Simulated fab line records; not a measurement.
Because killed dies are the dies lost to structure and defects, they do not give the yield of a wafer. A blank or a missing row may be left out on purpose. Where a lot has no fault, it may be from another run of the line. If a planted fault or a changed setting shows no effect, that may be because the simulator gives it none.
Which tool was responsible? + flow sky130 + 39 wafers from 13 lots sampled at 2 of the route's 708 steps

## WHAT THE GAUGES READ, wafer by wafer
SKY_GATE_OXIDE_OVL_MEAS_10. Usual: GATE_OXIDE_OVL -0.3 nm, standard deviation 1.2.
| lot  | measured     | on         | GATE_OXIDE_OVL (nm) | flag |
|------|--------------|------------|---------------------|------|
| L632 | day 13 17:13 | overlay-01 | 0.0 -0.6 0.0        |      |
| L633 | day 14 03:38 | overlay-02 | 0.7 -0.9 -1.2       |      |
| L634 | day 14 14:49 | overlay-01 | 0.7 0.8 1.7         |      |
| L635 | day 15 01:47 | overlay-02 | -0.4 0.1 1.0        |      |
| L638 | day 16 04:46 | overlay-01 | -2.0 -3.1 0.1       |      |
| L641 | day 17 00:20 | overlay-01 | 1.2 0.5 1.4         |      |
| L643 | day 17 18:49 | overlay-01 | -0.7 -0.3 -0.9      |      |
| L644 | day 17 21:04 | overlay-02 | 0.2 -1.4 -2.2       |      |
| L650 | day 20 05:16 | overlay-01 | -0.5 -0.3 -1.2      |      |
| L652 | day 21 10:31 | overlay-02 | 1.3 -0.2 0.6        |      |
| L653 | day 21 15:46 | overlay-01 | -1.3 -0.2 -0.5      |      |
| L654 | day 22 04:05 | overlay-01 | 0.7 -0.8 0.3        |      |
| L655 | day 22 11:29 | overlay-02 | -0.5 -1.4 0.2       |      |

SKY_POLY_GATE_CD_MEAS_13 targets a cd of 150 nm. Usual: 149.7 nm for cdNm, sd 1.2.
| lot  | measured     | on       | cdNm (nm)         | flag |
|------|--------------|----------|-------------------|------|
| L632 | day 16 03:20 | cdSem-02 | 148.2 148.0 148.6 |      |
| L633 | day 16 20:04 | cdSem-01 | 147.6 149.5 149.1 |      |
| L634 | day 17 08:14 | cdSem-02 | 152.0 152.4 151.5 |      |
| L635 | day 17 16:14 | cdSem-02 | 150.3 150.4 151.5 |      |
| L638 | day 18 23:49 | cdSem-02 | 148.6 149.1 150.6 |      |
| L641 | day 19 18:53 | cdSem-02 | 147.8 146.8 147.3 |      |
| L643 | day 20 14:17 | cdSem-01 | 148.9 149.1 148.6 |      |
| L644 | day 20 15:37 | cdSem-01 | 150.8 148.5 150.7 |      |
| L650 | day 23 01:00 | cdSem-02 | 150.2 148.7 149.9 |      |
| L652 | day 24 04:10 | cdSem-02 | 147.8 148.4 148.6 |      |
| L653 | day 24 10:00 | cdSem-02 | 147.4 149.1 147.9 |      |
| L654 | day 24 20:32 | cdSem-01 | 150.5 151.1 151.2 |      |
| L655 | day 25 04:20 | cdSem-01 | 150.4 150.9 151.4 |      |

## WHICH TOOL RAN EACH LOT (tool, then ch and the chambers of the sampled wafers, then the start)
No process step before these readings appears in the record.

## WHAT THE TOOLS THEMSELVES READ (means of the sampled wafers that have a number; where no wafer has one, the mark that the record gives instead)
The record holds no such reading with a usual standard deviation.

## THE ANSWER, worked out from the rows above alone
Rule: take the mean of a lot's wafers that have a number; if it is more than 3 standard deviations from the usual mean, the lot is off. A lot without any number at a reading at which 4 lots or more have one is off too. Any other lot the step has rows for is counted as sound. First the gauges in route order, then the tools' own readings, where a lot's mean is used as printed above. The first step at which some lot is off is used, and at that step the reading that is off furthest; a lot without a number counts as furthest.
No lot is off on any of the readings shown, so nothing can be concluded from this.

## WHAT THE SIMULATOR HAD INSERTED
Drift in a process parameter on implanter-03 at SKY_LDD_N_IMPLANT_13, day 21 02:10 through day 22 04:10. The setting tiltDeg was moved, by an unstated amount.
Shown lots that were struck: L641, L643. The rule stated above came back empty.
